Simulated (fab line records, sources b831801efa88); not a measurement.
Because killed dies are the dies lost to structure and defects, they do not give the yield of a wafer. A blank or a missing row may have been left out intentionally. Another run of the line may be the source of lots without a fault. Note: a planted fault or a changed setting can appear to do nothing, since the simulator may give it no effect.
Which tool did it? || flow sky130 || 14 lots, 42 wafers sampled, at 2 steps of a route of 708

== WHAT EACH GAUGE READ, for each wafer ==
SKY_GATE_OXIDE_TW_MEAS_14.
{"lot": "L840", "measured": "day 14 09:13", "on": "filmMetro-02", "GATE_OXIDE_TW": "226.3 226.0 226.2"}
{"lot": "L841", "measured": "day 15 01:01", "on": "filmMetro-02", "GATE_OXIDE_TW": "225.2 225.8 226.1"}
{"lot": "L842", "measured": "day 15 16:10", "on": "filmMetro-02", "GATE_OXIDE_TW": "225.9 224.3 225.0"}
{"lot": "L843", "measured": "day 15 16:47", "on": "filmMetro-02", "GATE_OXIDE_TW": "225.1 222.5 225.3"}
{"lot": "L844", "measured": "day 16 02:02", "on": "filmMetro-01", "GATE_OXIDE_TW": "225.0 224.3 226.4"}
{"lot": "L846", "measured": "day 16 14:17", "on": "filmMetro-01", "GATE_OXIDE_TW": "224.9 224.8 224.1"}
{"lot": "L847", "measured": "day 17 02:31", "on": "filmMetro-02", "GATE_OXIDE_TW": "224.4 225.0 225.8"}
{"lot": "L848", "measured": "day 17 13:31", "on": "filmMetro-04", "GATE_OXIDE_TW": "228.0 227.1 227.3"}
{"lot": "L851", "measured": "day 18 20:01", "on": "filmMetro-01", "GATE_OXIDE_TW": "225.2 224.2 223.9"}
{"lot": "L854", "measured": "day 19 14:25", "on": "filmMetro-01", "GATE_OXIDE_TW": "202.7 202.6 202.8"}
{"lot": "L855", "measured": "day 19 21:22", "on": "filmMetro-04", "GATE_OXIDE_TW": "202.5 204.0 202.9"}
{"lot": "L860", "measured": "day 21 18:58", "on": "filmMetro-01", "GATE_OXIDE_TW": "223.7 225.6 224.8"}
{"lot": "L859", "measured": "day 21 23:55", "on": "filmMetro-02", "GATE_OXIDE_TW": "224.3 224.4 224.4"}
{"lot": "L862", "measured": "day 22 12:37", "on": "filmMetro-01", "GATE_OXIDE_TW": "224.7 225.7 225.3"}

== EACH LOT AND THE TOOL THAT RAN IT (in order: tool; ch and the chambers of the sampled wafers; start) ==
{"lot": "L840", "SKY_GATE_OXIDE_IMPLANT_11": "implanter-01 ch 0, day 14 08:51"}
{"lot": "L841", "SKY_GATE_OXIDE_IMPLANT_11": "implanter-02 ch 0, day 15 00:41"}
{"lot": "L842", "SKY_GATE_OXIDE_IMPLANT_11": "implanter-01 ch 0, day 15 15:50"}
{"lot": "L843", "SKY_GATE_OXIDE_IMPLANT_11": "implanter-02 ch 0, day 15 16:29"}
{"lot": "L844", "SKY_GATE_OXIDE_IMPLANT_11": "implanter-02 ch 0, day 16 01:41"}
{"lot": "L846", "SKY_GATE_OXIDE_IMPLANT_11": "implanter-02 ch 0, day 16 13:50"}
{"lot": "L847", "SKY_GATE_OXIDE_IMPLANT_11": "implanter-02 ch 0, day 17 02:09"}
{"lot": "L848", "SKY_GATE_OXIDE_IMPLANT_11": "implanter-04 ch 0, day 17 12:53"}
{"lot": "L851", "SKY_GATE_OXIDE_IMPLANT_11": "implanter-04 ch 0, day 18 19:40"}
{"lot": "L854", "SKY_GATE_OXIDE_IMPLANT_11": "implanter-04 ch 0, day 19 14:05"}
{"lot": "L855", "SKY_GATE_OXIDE_IMPLANT_11": "implanter-04 ch 0, day 19 21:01"}
{"lot": "L860", "SKY_GATE_OXIDE_IMPLANT_11": "implanter-01 ch 0, day 21 18:37"}
{"lot": "L859", "SKY_GATE_OXIDE_IMPLANT_11": "implanter-02 ch 0, day 21 23:34"}
{"lot": "L862", "SKY_GATE_OXIDE_IMPLANT_11": "implanter-01 ch 0, day 22 12:17"}
- SKY_GATE_OXIDE_IMPLANT_11

== AS READ BY THE TOOLS THEMSELVES (means over the sampled wafers that have a number; for cases with no such wafer, the mark the record gives instead) ==
SKY_GATE_OXIDE_IMPLANT_11.
{"lot": "L840", "tool": "implanter-01", "doseIonsCm2": 2.6e+12, "faradayCurrentUA": 14.5}
{"lot": "L841", "tool": "implanter-02", "doseIonsCm2": 2.6e+12, "faradayCurrentUA": 14.4}
{"lot": "L842", "tool": "implanter-01", "doseIonsCm2": 2.6e+12, "faradayCurrentUA": 15.0}
{"lot": "L843", "tool": "implanter-02", "doseIonsCm2": 2.6e+12, "faradayCurrentUA": 14.4}
{"lot": "L844", "tool": "implanter-02", "doseIonsCm2": 2.6e+12, "faradayCurrentUA": 14.7}
{"lot": "L846", "tool": "implanter-02", "doseIonsCm2": 2.6e+12, "faradayCurrentUA": 14.8}
{"lot": "L847", "tool": "implanter-02", "doseIonsCm2": 2.6e+12, "faradayCurrentUA": 14.6}
{"lot": "L848", "tool": "implanter-04", "doseIonsCm2": 2.6e+12, "faradayCurrentUA": 14.7}
{"lot": "L851", "tool": "implanter-04", "doseIonsCm2": 2.6e+12, "faradayCurrentUA": 14.6}
{"lot": "L854", "tool": "implanter-04", "doseIonsCm2": 1.8e+12, "faradayCurrentUA": 10.3}
{"lot": "L855", "tool": "implanter-04", "doseIonsCm2": 1.8e+12, "faradayCurrentUA": 10.4}
{"lot": "L860", "tool": "implanter-01", "doseIonsCm2": 2.6e+12, "faradayCurrentUA": 14.6}
{"lot": "L859", "tool": "implanter-02", "doseIonsCm2": 2.6e+12, "faradayCurrentUA": 14.6}
{"lot": "L862", "tool": "implanter-01", "doseIonsCm2": 2.6e+12, "faradayCurrentUA": 15.1}

== THE ANSWER, worked out from the rows above alone ==
Rule: the usual values come from the lots themselves. The widest of any qualifying gaps counts: lots, ordered by their means at a reading, are off when they make up no more than a third of the lots, leave a main group of 4 or more, and stand apart from it by 3 or more times the standard deviation of that group's means. A main group whose means are all the same, to the digits that the tables above print for the reading, isn't used. A lot without any number at a reading at which 4 lots or more have one is off too. The other lots that the step has rows for count as sound. After the gauges, taken in route order, come the tools' own readings; for these a lot's mean is taken, as printed above. At the first step where some lot is off, the reading lying furthest off is the one used; lots without a number count as furthest.
Off: at SKY_GATE_OXIDE_TW_MEAS_14 (GATE_OXIDE_TW), L854, L855. Mean 225.2 and standard deviation 0.87 in the main group.
A tool fits if, at a process step before that reading, it ran every lot that is off, and no sound lot after the first of them. The gauges at SKY_GATE_OXIDE_TW_MEAS_14 aren't tried: what is off there is off at SKY_GATE_OXIDE_IMPLANT_11 too, on other tools, and a gauge's error can't cause that. One candidate fits, namely implanter-04 at SKY_GATE_OXIDE_IMPLANT_11. Its last sound lot is L851 (day 18 19:40), its first lot that is off L854 (day 19 14:05): a fault that began between those two fits.
The tool's own readings at SKY_GATE_OXIDE_IMPLANT_11 bear it out: on the lots that are off they differ by more than 5 times the standard deviation of the sound lots' means. doseIonsCm2 reads 1.8e+12 there against 2.6e+12 on the sound lots; faradayCurrentUA reads 10.4 there against 14.7 on the sound lots.

== WHAT WAS PUT IN BY THE SIMULATOR ==
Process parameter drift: implanter-04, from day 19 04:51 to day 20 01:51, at SKY_GATE_OXIDE_IMPLANT_11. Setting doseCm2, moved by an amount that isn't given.
Shown lots that were struck: L854, L855. The rule above reached the same finding.
